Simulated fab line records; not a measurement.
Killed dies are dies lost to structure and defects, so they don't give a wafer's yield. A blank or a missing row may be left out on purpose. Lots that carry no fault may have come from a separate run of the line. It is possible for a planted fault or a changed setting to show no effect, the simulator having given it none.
A lot that was struck, set against a sound lot / flow sky130 / 44 steps out of a route of 708
Sound: the wafers L753.1, L753.3, L753.4. Struck: wafers L759.2, L759.3, L759.6. The cause is named last.
For every step that has rows: the tool of each side, followed by ch and its chambers, followed by its first start. Under that, the readings that differ: sound wafers / struck wafers / difference of the means / sigmas: that difference in standard deviations of wafers without a fault.
alike: readings with means less than 2 such deviations apart, plus words and numbers identical on both sides. not compared: withheld readings, readings lacking a value on some wafer, bounds such as >300 that could conceal the same value, and numbers that have no deviation in the record and whose values overlap.
Wherever a step has rows on one side only, a row that says differs or no value, or a row with sigmas, the two part there. Numbers that don't overlap but have no deviation are shown without sigmas and don't part them. A reading that every wafer of one side lacks parts them only if that side has two wafers or more.

first, 1 step without rows for these wafers: SKY_SONOS_TUNNEL_DEVELOP_06 (develop time 60 s).
SKY_SONOS_TUNNEL_CD_MEAS_07: the cd target is 410 nm.
  sound on cd-sem-02 at day 13 20:50; struck on cd-sem-01 at day 15 07:25
  alike: cd-nm
SKY_SONOS_TUNNEL_OVL_MEAS_08:
  sound on overlay-01 at day 13 20:57; struck on overlay-01 at day 15 07:31
  alike: SONOS_TUNNEL_OVL
then, 3 steps without rows for these wafers: SKY_SONOS_TUNNEL_IMPLANT_09; SKY_SONOS_TUNNEL_WET_ETCH_10 (etches SiO2 in dHF, target depth 14 nm, time 280 s); SKY_SONOS_TUNNEL_STRIP_11 (strips in SPM, time 600 s).
SKY_SONOS_TUNNEL_TW_MEAS_12:
  sound on film-metro-02 at day 13 21:25; struck on film-metro-02 at day 15 07:59
  alike: SONOS_TUNNEL_TW
then, 2 steps without rows for these wafers: SKY_SONOS_TUNNEL_CLEAN_13 (cleans in dHF, time 20 s); SKY_SONOS_ONO_OXIDATION_00 (stabilise 600 s, purge 300 s, target thk 2.6 nm).
SKY_SONOS_ONO_THK_MEAS_01:
  sound on film-metro-01 at day 13 22:50; struck on film-metro-01 at day 15 09:31
  alike: SONOS_ONO_OXIDATION_THK
then, 1 step without rows for these wafers: SKY_SONOS_ONO_CVD_02 (deposits Si3N4 from DCS/NH3, target thk 10.5 nm, time 180 s).
SKY_SONOS_ONO_THK_MEAS_03:
  sound on film-metro-03 at day 13 23:56; struck on film-metro-03 at day 15 10:37
  alike: SONOS_ONO_CVD_02_THK
SKY_SONOS_ONO_CVD_04: deposits SiO2 from SiH4/N2O, target thk 5.7199 nm.
  sound on lpcvd-03 ch 1, day 14 00:00; struck on lpcvd-03 ch 1, day 15 11:47
reading=spike-tc-bottom-C (C); sound=919.9 919.4 921.6; struck=939.2 937.9 938.3; difference=+18.2; sigmas=+10
reading=spike-tc-centre-C (C); sound=899.3 900.7 900.2; struck=918.1 919.1 919.0; difference=+18.7; sigmas=+14
reading=spike-tc-lower-C (C); sound=900.4 900.2 901.8; struck=919.2 918.0 917.8; difference=+17.5; sigmas=+18
reading=spike-tc-top-C (C); sound=909.0 909.5 907.9; struck=928.3 927.2 928.8; difference=+19.3; sigmas=+9
reading=spike-tc-upper-C (C); sound=901.2 903.8 901.4; struck=920.2 919.5 920.7; difference=+18.0; sigmas=+12
reading=susceptor-temp-C (C); sound=900.0 900.9 900.3; struck=919.2 918.7 918.7; difference=+18.5; sigmas=+46
reading=zone-power-centre-pct (%); sound=18.34 18.29 18.11; struck=19.11 18.97 19.12; difference=+0.82; sigmas=+3
reading=zone-power-lower-pct (%); sound=16.67 16.82 17.02; struck=17.58 17.45 17.79; difference=+0.77; sigmas=+3
reading=model.SiO2_of_SONOS_ONO_CVD_04.thk-nm (nm); sound=5.775 5.792 5.865; struck=7.668 7.771 7.638; difference=+1.882; sigmas=
SKY_SONOS_ONO_THK_MEAS_05:
  sound on film-metro-01 at day 14 01:15; struck on film-metro-01 at day 15 13:40
reading=SONOS_ONO_CVD_04_THK (nm); sound=5.79 5.76 5.81; struck=7.70 7.73 7.64; difference=+1.90; sigmas=+16
then, 7 steps without rows for these wafers: SKY_SONOS_ONO_DEHYDRATE_06 (time 60 s); SKY_SONOS_ONO_HMDS_07 (prime time 60 s); SKY_SONOS_ONO_COAT_08 (resist thk 1140 nm); SKY_SONOS_ONO_SOFTBAKE_09 (time 60 s); SKY_SONOS_ONO_EXPOSE_10 (exposes mask ONOM, target cd 410 nm); SKY_SONOS_ONO_PEB_11; SKY_SONOS_ONO_DEVELOP_12 (develop time 60 s).
SKY_SONOS_ONO_CD_MEAS_13: the cd target is 410 nm.
  sound on cd-sem-02 at day 15 03:30; struck on cd-sem-02 at day 16 17:36
  alike: cd-nm
SKY_SONOS_ONO_OVL_MEAS_14:
  sound on overlay-01 at day 15 03:37; struck on overlay-01 at day 16 17:43
  alike: SONOS_ONO_OVL
SKY_SONOS_ONO_ETCH_15: etches the open film in CHF3/O2, target depth 19.52 nm, time 7.8 s.
  sound on rie-diel-03 ch 0,1,2, day 15 03:40; struck on rie-diel-03 ch 0,3, day 16 17:44
  alike: chamber-pressure-mTorr, drypump-motor-current-A, oes-product-au, throttle-valve-pct
  not compared: rf-hours-counter-h
then, 1 step without rows for these wafers: SKY_SONOS_ONO_WET_ETCH_16 (etches SiO2 in dHF, target depth 14 nm, time 280 s).
SKY_SONOS_ONO_STRIP_17: strips in O2/N2.
  sound on plasma-asher-03 ch 0,1, day 15 03:46; struck on plasma-asher-04 ch 1, day 16 17:50
reading=oes-product-au (a.u.); sound=0.707 0.704 0.707; struck=0.718 0.708 0.723; difference=+0.010; sigmas=+2
  alike: chamber-pressure-mTorr, drypump-motor-current-A, n2-flow-sccm, strip-time-to-endpoint-s
  not compared: rf-hours-counter-h
then, 3 steps without rows for these wafers: SKY_SONOS_ONO_WET_ETCH_18 (etches Si3N4 in H3PO4, target depth 15 nm, time 172 s); SKY_GATE_OXIDE_CLEAN_00 (cleans in SC1/SC2, time 150 s); SKY_GATE_OXIDE_OXIDATION_01 (stabilise 600 s, purge 300 s, target thk 10.268 nm).
SKY_GATE_OXIDE_THK_MEAS_02:
  sound on film-metro-02 at day 15 05:23; struck on film-metro-02 at day 16 19:34
  alike: GATE_OXIDE_OXIDATION_00_THK
then, 7 steps without rows for these wafers: SKY_GATE_OXIDE_DEHYDRATE_03 (time 60 s); SKY_GATE_OXIDE_HMDS_04 (prime time 60 s); SKY_GATE_OXIDE_COAT_05 (resist thk 1140 nm); SKY_GATE_OXIDE_SOFTBAKE_06 (time 60 s); SKY_GATE_OXIDE_EXPOSE_07 (exposes mask LVOM, target cd 600 nm); SKY_GATE_OXIDE_PEB_08; SKY_GATE_OXIDE_DEVELOP_09 (develop time 60 s).
SKY_GATE_OXIDE_OVL_MEAS_10:
  sound on overlay-02 at day 16 08:58; struck on overlay-01 at day 18 01:01
  alike: GATE_OXIDE_OVL
then, 2 steps without rows for these wafers: SKY_GATE_OXIDE_IMPLANT_11; SKY_GATE_OXIDE_WET_ETCH_12 (etches SiO2 in dHF, target depth 16.8 nm, time 336 s).
SKY_GATE_OXIDE_STRIP_13: strips in O2/N2.
  sound on plasma-asher-04 ch 0,1, day 16 09:15; struck on plasma-asher-04 ch 0,1, day 18 01:18
reading=strip-time-to-endpoint-s (s); sound=14.18 14.16 14.15; struck=14.23 14.24 14.23; difference=+0.07; sigmas=+2
  alike: chamber-pressure-mTorr, drypump-motor-current-A, n2-flow-sccm, oes-product-au
  not compared: rf-hours-counter-h
SKY_GATE_OXIDE_TW_MEAS_14:
  sound on film-metro-02 at day 16 09:21; struck on film-metro-04 at day 18 01:25
reading=GATE_OXIDE_TW; sound=221.5 222.0 222.2; struck=227.4 227.4 227.0; difference=+5.4; sigmas=+3
SKY_GATE_OXIDE_CLEAN_15: cleans in SC1/SC2, time 150 s.
  sound on wet-bench-01 ch 2, day 16 09:25; struck on wet-bench-03 ch 2, day 18 01:28
reading=model.SiO2_of_SONOS_ONO_CVD_04.thk-nm (nm); sound=4.258 4.269 4.35; struck=6.151 6.256 6.119; difference=+1.883; sigmas=
-- the record jumps here: 31 days lie between the struck wafers' starts before and after (it left off in module GATE_OXIDE and takes up again in module PAD_OPEN, whose first step shown is number 708 of the route) --
SKY_PAD_OPEN_PROBE_99:
  sound on prober-02 at day 47 17:43; struck on prober-02 at day 48 20:22
reading=model.etest.sonos-erased.drive-ua-um; sound=196.4 216.1 181.8; struck=57.14 63.12 80.21; difference=-131.28; sigmas=
reading=model.etest.sonos-uncharged.r-on-ohm-um; sound=837.5 829.8 825.2; struck=879.8 918.6 884.8; difference=+63.6; sigmas=
reading=model.etest.sonos-programmed.off-log10-a-um; sound=-13.95 -13.93 -13.88; struck=-6.12 -6.764 -7.993; difference=+6.96; sigmas=
reading=model.etest.cap-ono.gate-bv-v (V); sound=16.43 16.29 16.57; struck=18.86 18.73 18.27; difference=+2.19; sigmas=
reading=model.etest.cap-ono.tox-acc-nm (nm); sound=12.86 12.89 13.06; struck=14.92 14.95 14.75; difference=+1.94; sigmas=
reading=model.etest.sonos-programmed.vt-v (V); sound=1.439 1.445 1.383; struck=0.1845 0.2148 0.3561; difference=-1.1705; sigmas=
reading=model.etest.sonos-erased.vt-v (V); sound=-2.297 -2.329 -2.22; struck=-0.9801 -0.9816 -1.17; difference=+1.2381; sigmas=
reading=model.etest.cap-ono.under-floor; sound=0 0 0; struck=1 1 1; difference=+1; sigmas=
  alike: killed_at_M0_to_M3, killed_at_M4_up, killed-at-contacts, killed-at-front-end, killed-at-other, killed-dies, killed-open, killed-short

WHERE THEY PART
Earliest at SKY_SONOS_ONO_CVD_04; latest, in this record, at SKY_GATE_OXIDE_TW_MEAS_14. Later steps at which nothing parts them and some readings are alike: SKY_PAD_OPEN_PROBE_99.

WHY: what the simulator had put in
lpcvd-03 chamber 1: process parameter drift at SKY_SONOS_ONO_CVD_04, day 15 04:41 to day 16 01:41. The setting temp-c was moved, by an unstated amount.
